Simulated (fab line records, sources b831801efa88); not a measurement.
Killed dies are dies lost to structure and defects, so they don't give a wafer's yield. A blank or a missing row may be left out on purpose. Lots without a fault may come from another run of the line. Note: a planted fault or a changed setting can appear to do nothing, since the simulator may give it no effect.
Code-filled problem report in 8D (eight disciplines) form + flow sfq-line + the parts of the form that need people (team, actions taken, sign-off) are left out

1. WHAT WENT WRONG
Across 2 wafers from 2 lots, M2_NB_RS at SFQ_M2_RS_MEAS_914 averages 3.026 ohm/sq, while fault-free wafers read 0.891 ohm/sq with a standard deviation of 0.01. So: +99 or more standard deviations from the usual mean.
The step: measures by four-point-probe.
First seen on wafer L788.6, day 34 14:58, on film-metro-04. The record holds 42 wafers of 14 lots with a number at this step. Rule for "out", or "out of limits": more than 4 standard deviations from the usual mean. The rest of the wafers with a number are treated as sound.

2. WHAT IT IS AND WHAT IT IS NOT
| question                    | is                           | is not                                                                                                                          |
|-----------------------------|------------------------------|---------------------------------------------------------------------------------------------------------------------------------|
| which readings at this step | M2_NB_RS                     | -                                                                                                                               |
| which lots                  | L788, L789                   | L781, L782, L790, L791, L792, L794, L795, L796, L797, L799, L800, L801                                                          |
| which wafers of those lots  | L788.6, L789.6               | L788.1, L788.5, L789.3, L789.4                                                                                                  |
| read on which gauges        | film-metro-03, film-metro-04 | film-metro-01                                                                                                                   |
| when                        | from day 34 14:58            | up to then (8 sound wafers); but 32 sound wafers of L789, L790, L791, L792, L794, L795, L796, L797, L799, L800, L801 came after |

3. WHAT RULES OUT EACH SUSPECT
Counting: if a tool at a process step up to the reading ran every lot that is out, it stays a suspect. Sound lots after the first of them don't rule it out here, since some wafers of a struck lot are sound.
- ruled out: the gauge at SFQ_M2_RS_MEAS_914. The wafers that are out were read on 2 gauges (film-metro-03, film-metro-04).
- pvd-sputter-06 at SFQ_TRILAYER_M2_DEP_SPUTTER_055 (material Nb, target thk 200 nm, time 133.3 s): kept. It ran every lot that is out, first L788 (day 34 14:52); its last sound lot up to then is L782 (day 26 18:28).
After counting, what remains is pvd-sputter-06 at SFQ_TRILAYER_M2_DEP_SPUTTER_055.

4. THE CAUSE (what the simulator had put in)
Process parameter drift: pvd-sputter-06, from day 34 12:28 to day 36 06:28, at SFQ_TRILAYER_M2_DEP_SPUTTER_055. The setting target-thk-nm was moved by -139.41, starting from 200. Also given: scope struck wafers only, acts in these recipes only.
Only this tool survived the counting.

5. THE EFFECT CHAIN, in route order
One row per reading whose mean, taken over the struck wafers that have a number, lies over 3 standard deviations from the usual. Only readings whose record carries a usual standard deviation are examined. hours: median over the lots of the time between each lot's start at the first step of this table that gives one and its start at this step. sigmas: the change, counted in usual standard deviations.
| hours | step                                | reading        | usual        | on struck wafers | change | sigmas      |
|-------|-------------------------------------|----------------|--------------|------------------|--------|-------------|
| 0     | SFQ_M2_RS_MEAS_914                  | M2_NB_RS       | 0.891 ohm/sq | 3.026            | +2.135 | +99 or more |
| 4     | SFQ_TRILAYER_M2_ETCH_METAL_ETCH_060 | oes-product-au | 0.893 a.u.   | 0.530            | -0.363 | -45         |
It contains these process steps:
- SFQ_TRILAYER_M2_ETCH_METAL_ETCH_060: etches Nb in Cl2/Ar, stops on SiO2, target depth 240 nm, time 120 s.
At these later measuring or inspecting steps, every struck wafer for which the step has a row has a number for every such reading, and none has moved that far: SFQ_M8_OVL_MEAS_948.

6. WHAT WOULD HAVE CAUGHT IT SOONER
In this record the first reading out of limits at a measuring or inspecting step was taken at day 34 14:58, 2 hours after the fault began at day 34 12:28.
Of the tool readings at SFQ_TRILAYER_M2_DEP_SPUTTER_055 for which the record gives a usual standard deviation, none was out on any struck wafer, so an alarm limit of 4 standard deviations on them would not have fired.
L789, from the lots that are out (2), started SFQ_TRILAYER_M2_DEP_SPUTTER_055 on pvd-sputter-06 later than day 34 14:58. Putting the tool on hold at that point would have spared it.
